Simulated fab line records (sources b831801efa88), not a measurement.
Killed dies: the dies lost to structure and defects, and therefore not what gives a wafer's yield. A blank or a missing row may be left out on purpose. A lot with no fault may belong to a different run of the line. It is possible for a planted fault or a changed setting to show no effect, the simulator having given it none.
fab line records	flow sky130
record: lots: 6	wafers: 18	last_day: 48
route steps=708 shown VIA4@649 METAL5@661 PAD_OPEN@708
lots with no fault: from the same line, run without faults
start_h: hours from the record's first day to the start of the lot's first wafer shown	wait_h: hours from the lot's prior step to this one	" as in the row above	L1.1+2: a row that stands for several wafers	- no value present, or no start provided	* or withheld: withheld	< > ~ a bound
route shown NAME@n: names a module that has steps shown in the file, with the first one's number in the route	usual: mean/standard deviation taken from wafers without a fault	same: alike in all rows	chamber/n: place in a boat	sites: the reading at each site	_std_site: their standard deviation	_edge_site: outer sites' mean less inner sites'	radius_mm: for every site, how far away it sits from the centre of the wafer	mask NAME#n: copy n	behind: the tool/chamber that last shaped the wafer	hold: what put the lot on hold/how long, in hours/how the hold closed	device: the n, p or np transistor that did not switch	end of line: the route-end tests of the same wafers	a step without rows: its recipe alone	killed: dies that structure and defects cost at the first sort, which is not the same as the wafer's yield	map: shows each die of a wafer: x if killed, . if not, _ if none is there
set.NAME: the run value of the setting; set.NAME@STEP: its run value at that earlier step	model.NAME: the simulator's own value behind a step, which no gauge read
lots at some steps of the route; a table a step, a row a wafer
services: a tool's chamber out of use, with start hour (start_h, from the record's first day; less than 0 if before it), hours out, and reason
== steps ==
step: SKY_VIA4_DEVELOP_10
recipe: resist: NOVOLAK	developer: TMAH	develop_time_s: 60	dev_temp_c: 23
step: SKY_VIA4_OVL_MEAS_11
usual: VIA4_OVL: 0.1/1.5
lot.wafer	tool	chamber	start_h	wait_h	VIA4_OVL[nm]
L193.1	overlay-02	-	1025.50	0.1	2.5
L193.4	"	-	"	"	0.1
L193.6	"	-	"	"	-0.7
L194.1	overlay-01	-	1032.10	0.1	-1.3
L194.4	"	-	"	"	-1.4
L194.5	"	-	"	"	-1.6
L198.3	overlay-01	-	1035.21	0.1	0.7
L198.4	"	-	"	"	-0.6
L198.5	"	-	"	"	3.1
L199.4	overlay-02	-	1049.92	0.1	0.6
L199.5	"	-	"	"	-0.5
L199.6	"	-	"	"	0.4
L204.1	overlay-01	-	1065.45	0.1	3.1
L204.3	"	-	"	"	1.8
L204.6	"	-	"	"	0.9
L205.3	overlay-02	-	1080.82	0.1	0.2
L205.4	"	-	"	"	-0.4
L205.5	"	-	"	"	0.7
step: SKY_VIA4_ETCH_12
recipe: target: SiO2	chemistry: C4F8/O2/Ar	stop_on: TiN	mask_material: NOVOLAK	source_w: 1500	bias_w: 1200	pressure_mtorr: 40	c4f8_flow_sccm: withheld	O2_flow_sccm: 6	Ar_flow_sccm: 300	time_s: withheld	target_depth_a: 5800
usual: bias_w: 1200/3.5	oes_product_au: 0.925/0.0051
lot.wafer	tool	chamber	start_h	wait_h	bias_w	oes_product_au
L193.1	rie_diel-02	3	1025.53	0.0	1202	0.924
L193.4	"	1	"	"	1203	0.930
L193.6	"	3	"	"	1193	0.920
L194.1	rie_diel-04	2	1032.14	0.0	1204	0.935
L194.4	"	1	"	"	1202	0.919
L194.5	"	2	"	"	1199	0.930
L198.3	rie_diel-01	3	1035.23	0.0	1200	0.921
L198.4	"	2	"	"	1196	0.931
L198.5	"	1	"	"	1202	0.922
L199.4	rie_diel-02	0	1049.94	0.0	1202	0.918
L199.5	"	0	"	"	1196	0.935
L199.6	"	1	"	"	1194	0.925
L204.1	rie_diel-01	3	1065.49	0.0	1200	0.921
L204.3	"	0	"	"	1204	0.930
L204.6	"	3	"	"	1201	0.924
L205.3	rie_diel-04	3	1080.84	0.0	1210	0.922
L205.4	"	1	"	"	1203	0.939
L205.5	"	2	"	"	1196	0.918
step: SKY_VIA4_STRIP_13
recipe: chemistry: O2/N2	power_w: 1400	pressure_mtorr: 1500	platen_temp_c: withheld	o2_flow_sccm: 3000	n2_flow_sccm: 300	overash_fraction: 0.5
usual: drypump_motor_current_A: 6.0/0.51	n2_flow_sccm: 300.0/0.92	oes_product_au: 0.710/0.0046	strip_time_to_endpoint_s: 12.800/0.026
lot.wafer	tool	chamber	start_h	wait_h	drypump_motor_current_A	n2_flow_sccm	oes_product_au	rf_hours_counter_h	strip_time_to_endpoint_s
L193.1	plasma_asher-02	1	1025.61	-	6.8	299.8	0.709	59	12.769
L193.4	"	0	"	"	6.1	302.4	0.708	-	12.769
L193.6	"	1	"	"	6.8	300.2	0.715	-	12.786
L194.1	plasma_asher-03	0	1032.21	-	5.8	298.5	0.716	96	12.800
L194.4	"	0	"	"	5.8	299.5	0.705	-	12.816
L194.5	"	0	"	"	5.8	299.7	0.710	-	12.764
L198.3	plasma_asher-03	1	1035.34	-	5.3	300.0	0.713	-	12.781
L198.4	"	0	"	"	5.8	298.9	0.705	-	12.840
L198.5	"	0	"	"	5.8	299.8	0.713	-	12.819
L199.4	plasma_asher-03	1	1050.05	-	5.3	299.8	0.710	-	12.832
L199.5	"	0	"	"	5.8	298.3	0.707	-	12.794
L199.6	"	1	"	"	5.3	300.6	0.715	-	12.782
L204.1	plasma_asher-01	1	1065.56	-	5.6	298.4	0.711	32	12.806
L204.3	"	0	"	"	6.1	299.6	0.709	-	12.802
L204.6	"	1	"	"	5.6	300.0	0.713	-	12.822
L205.3	plasma_asher-03	1	1080.95	-	5.3	299.4	0.709	-	12.797
L205.4	"	0	"	"	5.8	300.6	0.711	-	12.831
L205.5	"	1	"	"	5.3	298.8	0.709	-	12.770
step: SKY_VIA4_STRIP_14
recipe: chemistry: post_etch_residue_remover	time_s: 1200	temp_c: 72.5
step: SKY_VIA4_CLEAN_15
recipe: chemistry: IPA	time_s: 180	temp_c: 25
step: SKY_VIA4_CLEAN_16
recipe: chemistry: O3/DIW	dry: n2_spin
step: SKY_VIA4_SPUTTER_17
recipe: material: TiN	target_thk_nm: 20	chamber_pressure_pa: 5	power_w: 4000	time_s: 80
usual: throttle_valve_pct: 30.1/0.83
lot.wafer	tool	chamber	start_h	wait_h	throttle_valve_pct
L193.1	pvd_sputter-01	-	1026.23	0.0	30.5
L193.4	"	-	"	"	30.4
L193.6	"	-	"	"	30.6
L194.1	pvd_sputter-02	-	1032.84	0.0	30.4
L194.4	"	-	"	"	29.2
L194.5	"	-	"	"	30.6
L198.3	pvd_sputter-02	-	1035.93	0.0	30.7
L198.4	"	-	"	"	30.6
L198.5	"	-	"	"	30.7
L199.4	pvd_sputter-02	-	1050.60	0.0	30.6
L199.5	"	-	"	"	30.6
L199.6	"	-	"	"	30.3
L204.1	pvd_sputter-01	-	1066.15	0.0	30.5
L204.3	"	-	"	"	30.5
L204.6	"	-	"	"	30.1
L205.3	pvd_sputter-01	-	1081.50	0.0	30.2
L205.4	"	-	"	"	30.6
L205.5	"	-	"	"	30.2
step: SKY_VIA4_CVD_18
recipe: material: W	target_thk_nm: 505	time_s: 152.14	temp_c: 400	pressure_torr: 40
usual: heater_power_w: 873/47
lot.wafer	tool	chamber	start_h	wait_h	heater_power_w
L193.1	cvd_w-01	0	1026.29	0.0	865
L193.4	"	1	"	"	887
L193.6	"	1	"	"	909
L194.1	cvd_w-01	0	1032.90	0.0	870
L194.4	"	0	"	"	887
L194.5	"	1	"	"	897
L198.3	cvd_w-02	1	1036.04	0.1	791
L198.4	"	0	"	"	882
L198.5	"	1	"	"	766
L199.4	cvd_w-01	0	1050.72	0.1	889
L199.5	"	0	"	"	869
L199.6	"	1	"	"	904
L204.1	cvd_w-01	0	1066.22	0.0	878
L204.3	"	1	"	"	899
L204.6	"	1	"	"	901
L205.3	cvd_w-02	1	1081.62	0.1	765
L205.4	"	0	"	"	868
L205.5	"	1	"	"	778
step: SKY_VIA4_RS_MEAS_19
recipe: thk_meas_gauge: four-point-probe	reads: W_of_VIA4_CVD_18+TiN_of_VIA4_SPUTTER_17
usual: VIA4_W_RS: 0.2256/0.0026
lot.wafer	tool	chamber	start_h	wait_h	VIA4_W_RS[ohm/sq]
L193.1	film_metro-02	-	1026.44	0.1	0.2269
L193.4	"	-	"	"	0.2211
L193.6	"	-	"	"	0.2192
L194.1	film_metro-04	-	1033.06	0.1	0.2282
L194.4	"	-	"	"	0.2291
L194.5	"	-	"	"	0.2242
L198.3	film_metro-02	-	1036.18	0.1	0.2224
L198.4	"	-	"	"	0.2279
L198.5	"	-	"	"	0.2212
L199.4	film_metro-02	-	1050.88	0.1	0.2268
L199.5	"	-	"	"	0.2283
L199.6	"	-	"	"	0.2244
L204.1	film_metro-02	-	1066.37	0.1	0.2278
L204.3	"	-	"	"	0.2231
L204.6	"	-	"	"	0.2239
L205.3	film_metro-02	-	1081.76	0.1	0.2221
L205.4	"	-	"	"	0.2222
L205.5	"	-	"	"	0.2214
step: SKY_VIA4_THK_MEAS_20
recipe: thk_meas_gauge: xrf	reads: W_of_VIA4_CVD_18
usual: VIA4_W_THK: 520/7.3
lot.wafer	tool	chamber	start_h	wait_h	VIA4_W_THK[nm]
L193.1	film_metro-02	-	1026.56	0.1	518
L193.4	"	-	"	"	531
L193.6	"	-	"	"	535
L194.1	film_metro-04	-	1033.18	0.1	512
L194.4	"	-	"	"	511
L194.5	"	-	"	"	521
L198.3	film_metro-02	-	1036.28	0.1	529
L198.4	"	-	"	"	518
L198.5	"	-	"	"	535
L199.4	film_metro-02	-	1050.97	0.1	524
L199.5	"	-	"	"	519
L199.6	"	-	"	"	526
L204.1	film_metro-02	-	1066.49	0.1	514
L204.3	"	-	"	"	524
L204.6	"	-	"	"	525
L205.3	film_metro-02	-	1081.86	0.1	528
L205.4	"	-	"	"	528
L205.5	"	-	"	"	529
step: SKY_VIA4_CMP_21
recipe: stop_on: SiO2	t_overpolish_s: 25	down_force_psi: 3.5	platen_rpm: 60	target_thk_nm: 0	pad_velocity_m_s: 0.94248
step: SKY_METAL5_SPUTTER_00
recipe: material: Ti	target_thk_nm: 15	power_w: 3000	time_s: 10	chamber_pressure_pa: 0.4
usual: throttle_valve_pct: 30.1/0.85
lot.wafer	tool	chamber	start_h	wait_h	throttle_valve_pct	model.Ti_of_METAL5_SPUTTER_00.thk_nm
L193.1	pvd_sputter-02	-	1026.92	0.2	30.3	15.06
L193.4	"	-	"	"	30.4	15.16
L193.6	"	-	"	"	30.6	15
L194.1	pvd_sputter-01	-	1033.78	0.1	30.4	15.44
L194.4	"	-	"	"	30.3	15.13
L194.5	"	-	"	"	30.8	15.13
L198.3	pvd_sputter-01	-	1036.62	0.2	30.4	26.33
L198.4	"	-	"	"	30.5	26.24
L198.5	"	-	"	"	30.7	26.27
L199.4	pvd_sputter-01	-	1051.30	0.2	30.4	26.24
L199.5	"	-	"	"	30.6	25.98
L199.6	"	-	"	"	30.7	26.1
L204.1	pvd_sputter-03	-	1066.85	0.2	28.9	15.07
L204.3	"	-	"	"	31.7	15.2
L204.6	"	-	"	"	29.3	15
L205.3	pvd_sputter-03	-	1082.20	0.1	28.6	15.12
L205.4	"	-	"	"	28.8	15.02
L205.5	"	-	"	"	31.5	15.15
step: SKY_METAL5_SPUTTER_01
recipe: material: TiN	target_thk_nm: 20	power_w: 6500	time_s: 16.7	chamber_pressure_pa: 0.4
usual: throttle_valve_pct: 30.1/0.82
lot.wafer	tool	chamber	start_h	wait_h	throttle_valve_pct
L193.1	pvd_sputter-02	-	1026.94	0.0	30.3
L193.4	"	-	"	"	30.6
L193.6	"	-	"	"	30.6
L194.1	pvd_sputter-01	-	1033.80	0.0	30.3
L194.4	"	-	"	"	30.4
L194.5	"	-	"	"	30.7
L198.3	pvd_sputter-01	-	1036.64	0.0	30.7
L198.4	"	-	"	"	30.3
L198.5	"	-	"	"	30.4
L199.4	pvd_sputter-01	-	1051.32	0.0	30.2
L199.5	"	-	"	"	30.4
L199.6	"	-	"	"	30.6
L204.1	pvd_sputter-03	-	1066.87	0.0	28.7
L204.3	"	-	"	"	31.5
L204.6	"	-	"	"	29.2
L205.3	pvd_sputter-03	-	1082.22	0.0	28.5
L205.4	"	-	"	"	28.6
L205.5	"	-	"	"	31.5
step: SKY_PAD_OPEN_PROBE_99
usual: defect_limited_yield: 82.4/2	killed_at_M0_to_M3: 44/7.4	killed_at_M4_up: 3.0/1.6	killed_at_contacts: 24/5	killed_at_front_end: 15/4.6	killed_at_other: 0.4/0.65	killed_dies: 86/9.6	killed_open: 48/7.4	killed_short: 38/6.9	sort_bin_3_pad_short: 0.9/0.43	sort_bin_5_function: 10.4/1.3	sort_bin_6_memory: 6.3/1.2	sort_n_pass: 406/9.6	sort_yield_pct: 82.4/2
same: gross_dies: 492	killed_at_back_side: 0	sort_bin_4_leakage[%]: 0	sort_bin_8_speed[%]: 0
lot.wafer	tool	chamber	start_h	wait_h	defect_limited_yield[%]	killed_at_M0_to_M3	killed_at_M4_up	killed_at_contacts	killed_at_front_end	killed_at_other	killed_dies	killed_open	killed_short	sort_bin_3_pad_short[%]	sort_bin_5_function[%]	sort_bin_6_memory[%]	sort_n_pass	sort_yield_pct[%]
L204.1	prober-01	-	1132.47	0.1	81.3	49	6	27	10	0	92	49	43	0.4	12.6	5.7	400	81.3
L204.3	prober-01	-	1132.57	0.2	82.5	41	5	28	12	0	86	44	41	1.2	9.6	6.7	406	82.5
L204.6	prober-01	-	1132.72	0.2	83.3	46	6	17	13	0	82	39	43	0.6	10.0	6.1	410	83.3
L205.3	prober-01	-	1146.01	0.2	80.9	47	1	31	15	0	94	49	45	1.0	10.8	7.3	398	80.9
L205.4	prober-01	-	1146.06	0.2	82.3	41	2	32	11	1	87	38	48	1.6	10.4	5.7	405	82.3
L205.5	prober-01	-	1146.11	0.2	84.1	53	3	10	11	1	78	46	31	1.0	10.0	4.9	414	84.1
killed by level:class
L204.1 VIA1:geometric_particle:open=12 CONTACT:geometric_particle:open=10 METAL1:geometric_particle:short=9 VIA3:geometric_particle:open=8 LI_CONTACT:geometric_particle:open=5 CONTACT:geometric_particle:short=5 VIA1:geometric_particle:short=5 FIELD_ISO:geometric_particle:short=4
L204.3 CONTACT:geometric_particle:open=14 VIA1:geometric_particle:open=7 VIA2:geometric_particle:open=7 CONTACT:geometric_particle:short=6 POLY_GATE:geometric_particle:short=5 VIA1:geometric_particle:short=5 LI_CONTACT:geometric_particle:open=4 METAL3:geometric_particle:short=4
L204.6 VIA1:geometric_particle:open=10 VIA3:geometric_particle:open=7 FIELD_ISO:geometric_particle:short=6 CONTACT:geometric_particle:short=6 VIA1:geometric_particle:short=6 VIA2:geometric_particle:open=6 METAL4:geometric_particle:short=5 METAL1:geometric_particle:short=5
L205.3 VIA1:geometric_particle:open=11 CONTACT:geometric_particle:short=10 VIA2:geometric_particle:open=9 CONTACT:geometric_particle:open=9 METAL2:geometric_particle:short=7 VIA1:geometric_particle:short=6 LOCAL_INTERCONNECT:geometric_particle:short=5 POLY_GATE:geometric_particle:open=4
L205.4 CONTACT:geometric_particle:short=11 CONTACT:geometric_particle:open=9 LI_CONTACT:geometric_particle:open=6 METAL1:geometric_particle:short=6 VIA3:geometric_particle:open=6 LOCAL_INTERCONNECT:geometric_particle:short=5 VIA1:geometric_particle:open=5 VIA2:geometric_particle:open=5
L205.5 VIA1:geometric_particle:open=13 VIA2:geometric_particle:open=8 VIA3:geometric_particle:open=6 FIELD_ISO:geometric_particle:open=5 CONTACT:geometric_particle:open=5 VIA1:geometric_particle:short=5 FIELD_ISO:geometric_particle:short=4 VIA3:geometric_particle:short=4
== services ==
tool	chamber	start_h	hours	kind
rie_diel-02	-	1004.56	0.9	repair
rie_diel-02	-	1010.27	1.0	repair
plasma_asher-01	-	1019.67	1.0	repair
rie_diel-02	0	1023.55	8.7	repair
rie_diel-02	3	1026.15	3.9	repair
rie_diel-02	1	1028.50	1.7	repair
rie_diel-01	1	1029.55	3.8	repair
rie_diel-02	3	1031.20	9.1	repair
plasma_asher-03	-	1046.76	0.8	repair
plasma_asher-02	-	1047.48	15.4	repair
rie_diel-04	-	1052.72	0.8	repair
pvd_sputter-03	2	1067.01	-	consumable_replace:kit
pvd_sputter-03	2	1067.01	18.0	scheduled_down
pvd_sputter-03	2	1067.01	18.0	vent_cycle
pvd_sputter-02	3	1068.93	-	consumable_replace:kit
pvd_sputter-02	3	1068.93	18.0	scheduled_down
pvd_sputter-02	3	1068.93	18.0	vent_cycle
pvd_sputter-03	-	1070.13	1.3	repair
rie_diel-04	3	1070.48	4.3	repair
rie_diel-01	1	1074.85	7.2	repair
pvd_sputter-03	-	1079.80	0.9	repair
rie_diel-01	-	1081.14	0.6	repair
== key ==
first_sign none at tools or gauges
model_effect: step: SKY_METAL5_SPUTTER_00	value: Ti_of_METAL5_SPUTTER_00.thk_nm	without: 15.04	struck: 26.19
met_at SKY_METAL5_SPUTTER_00
struck_wafers L198.3,L198.4,L198.5,L199.4,L199.5,L199.6
onset_between 1033.78 1036.62
also_fits SKY_VIA4_SPUTTER_17:pvd_sputter-02
earlier_fault: kind: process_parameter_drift	tool: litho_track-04	chamber: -	onset_h: 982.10	steps: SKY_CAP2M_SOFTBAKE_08	channel: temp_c	offset: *	shape: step	acts_in: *	stated: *
fault: kind: process_parameter_drift	tool: pvd_sputter-01	chamber: -	onset_h: 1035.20	steps: SKY_METAL5_SPUTTER_00	channel: target_thk_nm	offset: 11.154	shape: step	acts_in: these_recipes_only	stated: 15
